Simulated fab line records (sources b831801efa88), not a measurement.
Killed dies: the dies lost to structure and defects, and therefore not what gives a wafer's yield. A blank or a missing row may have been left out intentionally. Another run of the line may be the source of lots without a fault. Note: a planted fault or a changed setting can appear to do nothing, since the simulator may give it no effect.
Problem report in the 8D (eight disciplines) form, filled by code || flow sky130 || the parts of the form that need people (team, actions taken, sign-off) are left out

## 1. WHAT IS WRONG
rf fwd power W at SKY_VIA2_ETCH_15 reads a mean of 1247 W on 6 wafers of 2 lots; wafers without a fault read 1490 W with a standard deviation of 5.8. That is -42 standard deviations from the usual mean.
The step: etches SiO2 in C4F8/O2/Ar, stops on TiN, target depth 546 nm, time 84 s.
Seen first at day 40 07:03 on rie diel-03, wafer L421.2. The record has a number at this step for 30 wafers belonging to 10 lots. By rule, "out" or "out of limits" means more than 4 standard deviations away from the usual mean. The other wafers with a number count as sound.

## 2. WHAT IT IS, WHAT IT ISN'T
{"question": "which readings at this step", "is": "rf fwd power W", "is not": "chamber pressure mTorr"}
{"question": "which lots", "is": "L421, L422", "is not": "L409, L413, L414, L416, L424, L428, L429, L430"}
{"question": "which wafers of those lots", "is": "all that have a number", "is not": "-"}
{"question": "read on which tools", "is": "rie diel-03", "is not": "rie diel-02, rie diel-04"}
{"question": "when", "is": "from day 40 07:03", "is not": "up to then (12 sound wafers); but 12 sound wafers of L424, L428, L429, L430 came after"}

## 3. SUSPECTS, AND WHAT RULES EACH OUT
Counting: a tool at a process step up to the reading stays a suspect if it ran every lot that is out and no sound lot after the first of them.
- rie diel-03 at SKY_VIA2_ETCH_15 (etches SiO2 in C4F8/O2/Ar, stops on TiN, target depth 546 nm, time 84 s): kept. It processed each lot that is out, first L421 at day 40 07:03, and no sound lot thereafter; up to then, the last sound lot it processed was L416 at day 38 18:56. Its own rf fwd power W readings are out on those wafers.
Left after counting: rie diel-03 at SKY_VIA2_ETCH_15.

## 4. THE CAUSE (what the simulator had put in)
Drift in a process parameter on rie diel-03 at SKY_VIA2_ETCH_15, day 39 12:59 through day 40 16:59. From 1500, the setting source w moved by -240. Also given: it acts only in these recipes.
The count eliminated every tool but this one.

## 5. THE CHAIN OF EFFECTS, in route order
Each row: a reading whose mean over the struck wafers that have a number lies more than 3 standard deviations from the usual. Only readings whose record carries a usual standard deviation are examined. hours: median over the lots of the time between each lot's start at the first step of this table that gives one and its start at this step. sigmas: the change, counted in usual standard deviations.
{"hours": 0, "step": "SKY_VIA2_ETCH_15", "reading": "rf fwd power W", "usual": "1490 W", "on struck wafers": 1247, "change": -243, "sigmas": -42}
{"hours": 0, "step": "SKY_VIA2_STRIP_16", "reading": "strip time to endpoint s", "usual": "4.059 s", "on struck wafers": 4.155, "change": "+0.096", "sigmas": "+3.9"}
Here are the process steps it includes:
- SKY_VIA2_ETCH_15: etches SiO2 in C4F8/O2/Ar, stops on TiN, target depth 546 nm, time 84 s.
- SKY_VIA2_STRIP_16: strips in O2/N2.

## 6. HOW IT WOULD HAVE BEEN CAUGHT EARLIER
18 hours passed between the start of the fault at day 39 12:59 and the first reading out of limits in this record, taken at day 40 07:03.
